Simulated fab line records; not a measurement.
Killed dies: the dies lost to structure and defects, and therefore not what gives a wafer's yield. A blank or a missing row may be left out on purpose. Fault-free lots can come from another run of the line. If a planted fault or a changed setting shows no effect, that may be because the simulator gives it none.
8D (eight disciplines) problem report, filled in by code + flow sky130 + the parts of the form that need people (team, actions taken, sign-off) are left out

## 1. PROBLEM STATEMENT
RES_XHIGH_TW at SKY_RES_XHIGH_TW_MEAS_09 reads a mean of 1542 on 6 wafers of 2 lots; wafers without a fault read 1657 with a standard deviation of 13. That puts it -8.8 standard deviations away from the usual mean.
First observed at day 32 11:03: wafer L722.3, on film metro-03. The record holds 36 wafers of 12 lots with a number at this step. Rule for "out", or "out of limits": more than 4 standard deviations from the usual mean. All remaining wafers that have a number are taken as sound.

## 2. WHAT IT IS, WHAT IT ISN'T
| question                    | is                     | is not                                                              |
|-----------------------------|------------------------|---------------------------------------------------------------------|
| which readings at this step | RES_XHIGH_TW           | -                                                                   |
| which lots                  | L722, L724             | L705, L706, L707, L708, L709, L710, L711, L712, L713, L727          |
| which wafers of those lots  | all that have a number | -                                                                   |
| read on which gauges        | film metro-03          | film metro-01, film metro-04                                        |
| when                        | from day 32 11:03      | up to then (27 sound wafers); but 3 sound wafers of L727 came after |

## 3. WHAT RULES OUT EACH SUSPECT
Counting: any tool at a process step up to the reading is kept as a suspect provided that every lot that is out went through it and no sound lot did after the first of them.
- the gauge at SKY_RES_XHIGH_TW_MEAS_09: ruled out. All the wafers that are out were read on film metro-03, but those of them that SKY_RES_XHIGH_IMPLANT_07 has rows for are out there too, on other tools.
- implanter-04 at SKY_RES_XHIGH_IMPLANT_07: kept. Every lot that is out went through it, starting with L722 (day 32 10:50), and after that it ran no sound lot; the last sound lot it ran before then is L712 (day 28 18:47). Out on those wafers are its own readings of beam on s, faraday current uA.
After counting, what remains is implanter-04 at SKY_RES_XHIGH_IMPLANT_07.

## 4. THE CAUSE (what the simulator had put in)
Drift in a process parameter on implanter-04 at SKY_RES_XHIGH_IMPLANT_07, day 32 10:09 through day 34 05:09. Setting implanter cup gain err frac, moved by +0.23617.
After counting, this tool was the only one left.

## 5. THE EFFECT CHAIN, in route order
Each row: a reading where the mean over the struck wafers with a number is more than 3 standard deviations away from the usual. Scope: only readings with a usual standard deviation given in the record; hours: median across lots of the time from each lot's start at the first step in this table that gives one to its start at this step; sigmas: change in usual standard deviations.
| hours | step                     | reading            | usual        | on struck wafers | change | sigmas |
|-------|--------------------------|--------------------|--------------|------------------|--------|--------|
| 0     | SKY_RES_XHIGH_IMPLANT_07 | beam on s          | 38.1 s       | 30.1             | -8.0   | -8.0   |
| 0     | SKY_RES_XHIGH_IMPLANT_07 | faraday current uA | 532          | 673              | +141   | +10    |
| 0     | SKY_RES_XHIGH_TW_MEAS_09 | RES_XHIGH_TW       | 1657         | 1542             | -115   | -8.8   |
| 28    | SKY_SD_N_RS_MEAS_18      | RES_XHIGH_RS       | 333.7 ohm/sq | 392.8            | +59.1  | +45    |
Its process steps:
- SKY_RES_XHIGH_IMPLANT_07
At these later measuring or inspecting steps, every struck wafer for which the step has a row has a number for every such reading, and none has moved that far: SKY_SD_N_CD_MEAS_07, SKY_LI_CONTACT_OVL_MEAS_13.

## 6. HOW IT WOULD HAVE BEEN CAUGHT EARLIER
In this record the first reading out of limits at a measuring or inspecting step was taken at day 32 11:03, 1 hour after the fault began at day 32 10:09.
The tool's own readings at SKY_RES_XHIGH_IMPLANT_07 were out on every struck wafer that the step has a row for (beam on s, faraday current uA): an alarm limit on them would have fired on the first of those.
Of the lots that are out (2), L724 began SKY_RES_XHIGH_IMPLANT_07 on implanter-04 after day 32 11:03. It would have been spared by a hold on the tool at that moment.
